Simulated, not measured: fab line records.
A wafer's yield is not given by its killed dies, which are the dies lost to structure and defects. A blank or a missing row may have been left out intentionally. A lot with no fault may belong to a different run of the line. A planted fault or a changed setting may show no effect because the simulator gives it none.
The tool behind it: which one? :: flow sky130 :: Sampling: 14 lots, 42 wafers, 3 of 708 route steps

WHAT THE GAUGES READ, wafer by wafer
SKY_LDD_P_CD_MEAS_07: target cd 380 nm. Usual: cd nm 379.5 nm, standard deviation 2.2.
lot: L234
measured: day 19 19:21
on: cd sem-01
cd nm (nm): 380.3 381.9 380.4
flag: 

lot: L236
measured: day 20 10:12
on: cd sem-02
cd nm (nm): 375.0 378.2 376.6
flag: 

lot: L235
measured: day 20 10:29
on: cd sem-02
cd nm (nm): 377.1 379.8 381.8
flag: 

lot: L237
measured: day 20 23:00
on: cd sem-01
cd nm (nm): 378.7 378.6 378.3
flag: 

lot: L238
measured: day 21 09:10
on: cd sem-02
cd nm (nm): 381.8 383.8 380.7
flag: 

lot: L240
measured: day 21 23:17
on: cd sem-01
cd nm (nm): 381.5 379.5 378.8
flag: 

lot: L241
measured: day 22 08:49
on: cd sem-01
cd nm (nm): 379.8 380.4 379.3
flag: 

lot: L242
measured: day 23 04:06
on: cd sem-02
cd nm (nm): 379.8 381.1 379.1
flag: 

lot: L246
measured: day 24 15:45
on: cd sem-01
cd nm (nm): 376.9 377.0 376.6
flag: 

lot: L250
measured: day 26 01:59
on: cd sem-02
cd nm (nm): 378.3 376.2 380.0
flag: 

lot: L252
measured: day 26 11:20
on: cd sem-01
cd nm (nm): 381.1 380.4 380.2
flag: 

lot: L254
measured: day 27 03:13
on: cd sem-01
cd nm (nm): 381.8 381.6 381.8
flag: 

lot: L255
measured: day 27 10:43
on: cd sem-01
cd nm (nm): 376.5 379.3 377.9
flag: 

lot: L257
measured: day 27 21:44
on: cd sem-02
cd nm (nm): 378.1 378.0 381.0
flag: 

SKY_LDD_HVN_TW_MEAS_10. Usual: LDD_HVN_TW gives 1437 (standard deviation 13).
lot: L234
measured: day 21 03:05
on: film metro-02
LDD_HVN_TW: 1452 1446 1458
flag: 

lot: L236
measured: day 21 16:07
on: film metro-02
LDD_HVN_TW: 1454 1446 1447
flag: 

lot: L235
measured: day 21 17:52
on: film metro-03
LDD_HVN_TW: 1416 1416 1423
flag: 

lot: L237
measured: day 22 06:02
on: film metro-01
LDD_HVN_TW: 1440 1444 1443
flag: 

lot: L238
measured: day 22 16:02
on: film metro-01
LDD_HVN_TW: 1434 1434 1442
flag: 

lot: L240
measured: day 23 06:32
on: film metro-02
LDD_HVN_TW: 1450 1452 1443
flag: 

lot: L241
measured: day 23 16:42
on: film metro-01
LDD_HVN_TW: 1436 1440 1437
flag: 

lot: L242
measured: day 24 11:44
on: film metro-02
LDD_HVN_TW: 1450 1450 1442
flag: 

lot: L246
measured: day 25 23:01
on: film metro-03
LDD_HVN_TW: 1417 1409 1416
flag: 

lot: L250
measured: day 27 09:46
on: film metro-03
LDD_HVN_TW: 1437 1441 1436
flag: 

lot: L252
measured: day 27 19:21
on: film metro-02
LDD_HVN_TW: 1447 1438 1441
flag: 

lot: L254
measured: day 28 10:45
on: film metro-02
LDD_HVN_TW: 1440 1456 1446
flag: 

lot: L255
measured: day 28 18:23
on: film metro-02
LDD_HVN_TW: 1438 1449 1447
flag: 

lot: L257
measured: day 29 04:50
on: film metro-02
LDD_HVN_TW: 1435 1439 1439
flag: 

SKY_LDD_HVP_OVL_MEAS_07. Usual: LDD_HVP_OVL gives 1.2 nm (standard deviation 1.3).
lot: L234
measured: day 22 09:42
on: overlay-01
LDD_HVP_OVL (nm): -0.4 1.9 1.3
flag: 

lot: L236
measured: day 22 23:40
on: overlay-01
LDD_HVP_OVL (nm): 0.8 0.4 1.0
flag: 

lot: L235
measured: day 23 00:50
on: overlay-01
LDD_HVP_OVL (nm): 1.6 0.5 -0.1
flag: 

lot: L237
measured: day 23 12:02
on: overlay-02
LDD_HVP_OVL (nm): 1.8 3.2 1.7
flag: 

lot: L238
measured: day 23 23:04
on: overlay-02
LDD_HVP_OVL (nm): -0.1 3.1 1.8
flag: 

lot: L240
measured: day 24 13:28
on: overlay-01
LDD_HVP_OVL (nm): 2.4 1.3 1.1
flag: 

lot: L241
measured: day 25 00:09
on: overlay-01
LDD_HVP_OVL (nm): 1.1 -0.9 -1.3
flag: 

lot: L242
measured: day 25 18:34
on: overlay-01
LDD_HVP_OVL (nm): 0.5 0.3 0.3
flag: 

lot: L246
measured: day 27 05:06
on: overlay-02
LDD_HVP_OVL (nm): 1.7 1.1 -0.1
flag: 

lot: L250
measured: day 28 16:19
on: overlay-01
LDD_HVP_OVL (nm): 3.0 1.7 3.7
flag: 

lot: L252
measured: day 29 01:31
on: overlay-01
LDD_HVP_OVL (nm): 1.5 -0.7 -0.5
flag: 

lot: L254
measured: day 29 15:59
on: overlay-02
LDD_HVP_OVL (nm): 1.8 2.7 2.5
flag: 

lot: L255
measured: day 29 23:59
on: overlay-02
LDD_HVP_OVL (nm): 3.0 3.6 2.0
flag: 

lot: L257
measured: day 30 11:07
on: overlay-01
LDD_HVP_OVL (nm): 2.5 0.9 1.7
flag: 

EACH LOT AND THE TOOL THAT RAN IT (in order: tool; ch and the chambers of the sampled wafers; start)
No process step before these readings appears in the record.

AS READ BY THE TOOLS THEMSELVES (means over the sampled wafers that have a number; for cases with no such wafer, the mark the record gives instead)
The record holds no such reading with a usual standard deviation.

THE ANSWER, worked out from the rows above alone
Rule: a lot counts as off when the mean over its wafers that have a number is more than 3 standard deviations away from the usual mean. A lot without any number at a reading at which 4 lots or more have one is off too. All remaining lots with rows at the step are treated as sound. The gauges are gone through in route order, then the tools' own readings, and for those a lot's mean is taken as printed above. The first step at which some lot is off is used, and at that step the reading that is off furthest; a lot without a number counts as furthest.
No lot is off at any reading shown: from this, nothing can be told.

WHAT THE SIMULATOR PUT IN
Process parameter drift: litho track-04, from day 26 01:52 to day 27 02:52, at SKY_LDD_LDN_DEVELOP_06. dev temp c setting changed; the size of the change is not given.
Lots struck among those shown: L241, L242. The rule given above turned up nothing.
